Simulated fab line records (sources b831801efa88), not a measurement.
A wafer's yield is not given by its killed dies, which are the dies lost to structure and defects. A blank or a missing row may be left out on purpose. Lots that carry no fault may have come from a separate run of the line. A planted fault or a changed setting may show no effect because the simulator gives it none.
A lot that was struck, set against a sound lot :: flow sky130 :: 15 steps out of a route of 708
Sound: the wafers L294.2, L294.3, L294.6. Struck: wafers L305.2, L305.4, L305.5. The cause is named last.
Each step with rows lists, per side, the tool, then ch with its chambers, then its first start. Under that, the readings that differ: sound wafers :: struck wafers :: difference of the means :: sigmas: that difference in standard deviations of wafers without a fault.
alike: readings with means less than 2 such deviations apart, plus words and numbers identical on both sides. not compared: withheld readings, readings lacking a value on some wafer, bounds such as >300 that could conceal the same value, and numbers that have no deviation in the record and whose values overlap.
The two part at a step that has a row with sigmas, a row that says differs or no value, or rows on one side only. When numbers do not overlap yet have no deviation, they are printed without sigmas and do not part them. A reading that every wafer of one side lacks parts them only if that side has two wafers or more.

first, 7 steps without rows for these wafers: SKY_LDD_N_DEHYDRATE_00 (time 60 s); SKY_LDD_N_HMDS_01 (prime time 60 s); SKY_LDD_N_COAT_02 (resist thk 300 nm); SKY_LDD_N_SOFTBAKE_03 (time 60 s); SKY_LDD_N_EXPOSE_04 (exposes mask NTM, target cd 840 nm); SKY_LDD_N_PEB_05; SKY_LDD_N_DEVELOP_06 (develop time 60 s).
SKY_LDD_N_OVL_MEAS_07:
  sound on overlay-02 at day 18 05:35; struck on overlay-01 at day 22 13:42
  alike: LDD_N_OVL
then, 4 steps without rows for these wafers: SKY_LDD_N_IMPLANT_08; SKY_LDD_N_IMPLANT_09; SKY_LDD_N_IMPLANT_10; SKY_LDD_N_IMPLANT_11.
SKY_LDD_N_IMPLANT_12:
  sound on implanter-02 ch 0, day 18 06:14; struck on implanter-01 ch 0, day 22 14:22
reading: beam energy keV
sound: 49.989 49.989 49.976
struck: 35.260 35.261 35.283
difference: -14.717
sigmas: -99 or more

reading: model.implant.rp nm (nm)
sound: 33.11 33.11 33.11
struck: 24.81 24.81 24.81
difference: -8.30
sigmas: 

reading: model.implant.drp nm (nm)
sound: 18.83 18.83 18.83
struck: 14.7 14.7 14.7
difference: -4.1
sigmas: 
  alike: beam on s
next, for these wafers, 1 step has no rows: SKY_LDD_N_IMPLANT_13.
-- a jump in the record: the struck wafers' starts before and after are 26 days apart (it breaks off in module LDD_N and resumes in module PAD_OPEN, where the first step shown is number 708 of the route) --
SKY_PAD_OPEN_PROBE_99:
  sound on prober-01 at day 46 08:43; struck on prober-02 at day 49 00:10
reading: killed at other
sound: 0 0 0
struck: 1 1 1
difference: +1
sigmas: +2

reading: model.etest.nfet_01v8_lvt.vt sat v (V)
sound: 0.5278 0.5464 0.5401
struck: 0.5123 0.506 0.5019
difference: -0.0314
sigmas: 

reading: model.etest.nfet_01v8.vt sat v (V)
sound: 0.6495 0.6568 0.6573
struck: 0.6344 0.6336 0.6278
difference: -0.0226
sigmas: 

reading: model.etest.nfet_01v8_lvt.vt v (V)
sound: 0.6112 0.6196 0.6189
struck: 0.6102 0.5997 0.5992
difference: -0.0135
sigmas: 
  alike: killed_at_M0_to_M3, killed_at_M4_up, killed at contacts, killed at front end, killed dies, killed open, killed short

WHERE THEY PART
First at SKY_LDD_N_IMPLANT_12; last, within this record, at SKY_PAD_OPEN_PROBE_99.

WHY: whatever the simulator had introduced
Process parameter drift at SKY_LDD_N_IMPLANT_12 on implanter-01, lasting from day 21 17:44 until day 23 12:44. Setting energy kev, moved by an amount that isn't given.
